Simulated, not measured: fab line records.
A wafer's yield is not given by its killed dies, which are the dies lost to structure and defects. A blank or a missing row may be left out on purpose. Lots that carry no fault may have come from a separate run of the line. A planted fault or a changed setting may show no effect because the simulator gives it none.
Which tool was responsible?	flow gf180mcu	39 wafers from 13 lots sampled at 2 of the route's 602 steps

WHAT THE GAUGES SHOWED, per wafer
GF_M2_OVL_MEAS_15. Usual: M2_OVL typically reads 4 nm, with standard deviation 5.7.
lot	measured	on	M2_OVL (nm)	flag
L522	day 19 07:15	overlay-02	0 7 -8	
L523	day 19 12:43	overlay-02	3 4 0	
L524	day 19 17:43	overlay-02	5 -2 0	
L525	day 20 03:25	overlay-02	8 2 5	
L526	day 20 06:46	overlay-01	10 2 -7	
L527	day 20 22:55	overlay-02	7 17 12	
L529	day 22 01:32	overlay-01	11 11 9	
L530	day 22 13:54	overlay-02	2 0 6	
L531	day 22 19:20	overlay-02	1 2 -2	
L532	day 23 04:50	overlay-02	-11 -5 -4	
L533	day 23 17:32	overlay-01	-8 -2 -2	
L542	day 26 07:04	overlay-02	12 9 5	
L545	day 27 07:53	overlay-02	4 8 6	

GF_V2_THK_MEAS_03. Usual: V2_CVD_02_THK typically reads 854 nm, with standard deviation 16.
lot	measured	on	V2_CVD_02_THK (nm)	flag
L522	day 19 08:11	film metro-02	858 874 869	
L523	day 19 13:38	film metro-01	834 854 856	
L524	day 19 18:38	film metro-02	823 845 860	
L525	day 20 04:19	film metro-03	858 846 876	
L526	day 20 07:42	film metro-01	862 858 852	
L527	day 21 00:17	film metro-01	844 851 848	
L529	day 22 02:31	film metro-01	829 829 853	
L530	day 22 14:51	film metro-03	828 837 853	
L531	day 22 20:34	film metro-02	826 862 845	
L532	day 23 06:03	film metro-02	837 845 852	
L533	day 23 18:25	film metro-03	836 837 850	
L542	day 26 08:04	film metro-03	831 862 830	
L545	day 27 08:59	film metro-01	833 850 852	

TOOL THAT RAN EACH LOT (tool first, then ch and the chambers of the sampled wafers, then the start)
Before these readings, the record contains no process step.

AS READ BY THE TOOLS THEMSELVES (means over the sampled wafers that have a number; for cases with no such wafer, the mark the record gives instead)
The record holds no such reading with a usual standard deviation.

THE ANSWER, worked out from the rows above alone
Rule: a lot is off if the mean of its wafers that have a number lies more than 3 standard deviations from the usual mean. A lot without any number at a reading at which 4 lots or more have one is off too. All remaining lots with rows at the step are treated as sound. Order of review: gauges by route order, followed by the tools' own readings, for which a lot's mean as printed above is used. The first step at which some lot is off is used, and at that step the reading that is off furthest; a lot without a number counts as furthest.
No lot is off at any reading shown: from this, nothing can be told.

WHAT THE SIMULATOR PUT IN
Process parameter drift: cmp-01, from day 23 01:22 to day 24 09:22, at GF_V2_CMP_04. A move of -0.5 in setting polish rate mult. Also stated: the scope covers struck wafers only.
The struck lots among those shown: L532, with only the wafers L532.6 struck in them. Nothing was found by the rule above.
